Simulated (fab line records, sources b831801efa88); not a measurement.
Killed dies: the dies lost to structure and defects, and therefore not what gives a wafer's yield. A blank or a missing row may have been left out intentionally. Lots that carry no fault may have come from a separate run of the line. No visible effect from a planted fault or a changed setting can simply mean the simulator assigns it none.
What tool caused it? / flow sky130 / 11 lots, 33 wafers sampled, at 2 steps of a route of 708

## WHAT EACH GAUGE READ, for each wafer
SKY_VIA2_RS_MEAS_22: measures by four-point-probe. Usual: VIA2_W_RS typically reads 0.273 ohm/sq, with standard deviation 0.0057.
lot=L242; measured=day 36 20:23; on=filmMetro-04; VIA2_W_RS (ohm/sq)=0.262 0.265 0.262; flag=
lot=L246; measured=day 37 18:36; on=filmMetro-04; VIA2_W_RS (ohm/sq)=0.280 0.278 0.276; flag=
lot=L247; measured=day 38 04:31; on=filmMetro-01; VIA2_W_RS (ohm/sq)=0.266 0.268 0.268; flag=
lot=L248; measured=day 38 09:08; on=filmMetro-01; VIA2_W_RS (ohm/sq)=0.265 0.266 0.267; flag=
lot=L249; measured=day 38 16:26; on=filmMetro-02; VIA2_W_RS (ohm/sq)=0.268 0.266 0.268; flag=
lot=L251; measured=day 39 10:53; on=filmMetro-04; VIA2_W_RS (ohm/sq)=0.274 0.279 0.281; flag=
lot=L256; measured=day 41 11:07; on=filmMetro-01; VIA2_W_RS (ohm/sq)=0.277 0.282 0.277; flag=
lot=L259; measured=day 42 12:10; on=filmMetro-02; VIA2_W_RS (ohm/sq)=0.275 0.278 0.281; flag=
lot=L260; measured=day 42 14:22; on=filmMetro-04; VIA2_W_RS (ohm/sq)=0.276 0.272 0.280; flag=
lot=L261; measured=day 42 14:53; on=filmMetro-02; VIA2_W_RS (ohm/sq)=0.264 0.266 0.264; flag=
lot=L262; measured=day 42 15:23; on=filmMetro-04; VIA2_W_RS (ohm/sq)=0.276 0.272 0.278; flag=

## WHICH TOOL RAN EACH LOT (tool, then ch and the chambers of the sampled wafers, then the start)
lot=L242; SKY_METAL2_STRIP_20=plasmaAsher-03 ch 0,1, day 35 15:48
lot=L246; SKY_METAL2_STRIP_20=plasmaAsher-01 ch 1, day 36 13:37
lot=L247; SKY_METAL2_STRIP_20=plasmaAsher-03 ch 0,1, day 36 23:39
lot=L248; SKY_METAL2_STRIP_20=plasmaAsher-03 ch 0,1, day 37 04:31
lot=L249; SKY_METAL2_STRIP_20=plasmaAsher-04 ch 0,1, day 37 11:55
lot=L251; SKY_METAL2_STRIP_20=plasmaAsher-03 ch 0,1, day 38 07:09
lot=L256; SKY_METAL2_STRIP_20=plasmaAsher-01 ch 0,1, day 40 09:04
lot=L259; SKY_METAL2_STRIP_20=plasmaAsher-03 ch 1, day 41 09:55
lot=L260; SKY_METAL2_STRIP_20=plasmaAsher-04 ch 0,1, day 41 12:13
lot=L261; SKY_METAL2_STRIP_20=plasmaAsher-04 ch 0,1, day 41 12:50
lot=L262; SKY_METAL2_STRIP_20=plasmaAsher-03 ch 0,1, day 41 13:21
- SKY_METAL2_STRIP_20: strips in O2/N2.

## AS READ BY THE TOOLS THEMSELVES (means over the sampled wafers that have a number; for cases with no such wafer, the mark the record gives instead)
SKY_METAL2_STRIP_20. Usual: drypumpMotorCurrentA 5.9 A, standard deviation 0.42; oesProductAu 0.344 a.u., standard deviation 0.005; stripTimeToEndpointS 2.72 s, standard deviation 0.069.
lot=L242; tool=plasmaAsher-03; drypumpMotorCurrentA (A)=5.6; oesProductAu (a.u.)=0.344; stripTimeToEndpointS (s)=2.76; flag=
lot=L246; tool=plasmaAsher-01; drypumpMotorCurrentA (A)=6.4; oesProductAu (a.u.)=0.352; stripTimeToEndpointS (s)=2.81; flag=
lot=L247; tool=plasmaAsher-03; drypumpMotorCurrentA (A)=5.7; oesProductAu (a.u.)=0.349; stripTimeToEndpointS (s)=2.81; flag=
lot=L248; tool=plasmaAsher-03; drypumpMotorCurrentA (A)=5.6; oesProductAu (a.u.)=0.347; stripTimeToEndpointS (s)=2.81; flag=
lot=L249; tool=plasmaAsher-04; drypumpMotorCurrentA (A)=6.3; oesProductAu (a.u.)=0.344; stripTimeToEndpointS (s)=2.68; flag=
lot=L251; tool=plasmaAsher-03; drypumpMotorCurrentA (A)=5.7; oesProductAu (a.u.)=0.342; stripTimeToEndpointS (s)=2.63; flag=
lot=L256; tool=plasmaAsher-01; drypumpMotorCurrentA (A)=6.1; oesProductAu (a.u.)=0.347; stripTimeToEndpointS (s)=2.71; flag=
lot=L259; tool=plasmaAsher-03; drypumpMotorCurrentA (A)=5.5; oesProductAu (a.u.)=0.344; stripTimeToEndpointS (s)=2.68; flag=
lot=L260; tool=plasmaAsher-04; drypumpMotorCurrentA (A)=6.3; oesProductAu (a.u.)=0.349; stripTimeToEndpointS (s)=2.74; flag=
lot=L261; tool=plasmaAsher-04; drypumpMotorCurrentA (A)=6.0; oesProductAu (a.u.)=0.344; stripTimeToEndpointS (s)=2.69; flag=
lot=L262; tool=plasmaAsher-03; drypumpMotorCurrentA (A)=5.7; oesProductAu (a.u.)=0.342; stripTimeToEndpointS (s)=2.76; flag=

## THE ANSWER, worked out from the rows above alone
Rule: lot off if the mean of its wafers having a number is beyond 3 standard deviations from the usual mean. Also off: a lot with no number at a reading for which 4 or more lots have one. All remaining lots with rows at the step are treated as sound. Order of review: gauges by route order, followed by the tools' own readings, for which a lot's mean as printed above is used. At the first step where some lot is off, the reading lying furthest off is the one used; lots without a number count as furthest.
Nothing can be told from this: no lot is off at any reading shown.

## WHAT THE SIMULATOR PUT IN
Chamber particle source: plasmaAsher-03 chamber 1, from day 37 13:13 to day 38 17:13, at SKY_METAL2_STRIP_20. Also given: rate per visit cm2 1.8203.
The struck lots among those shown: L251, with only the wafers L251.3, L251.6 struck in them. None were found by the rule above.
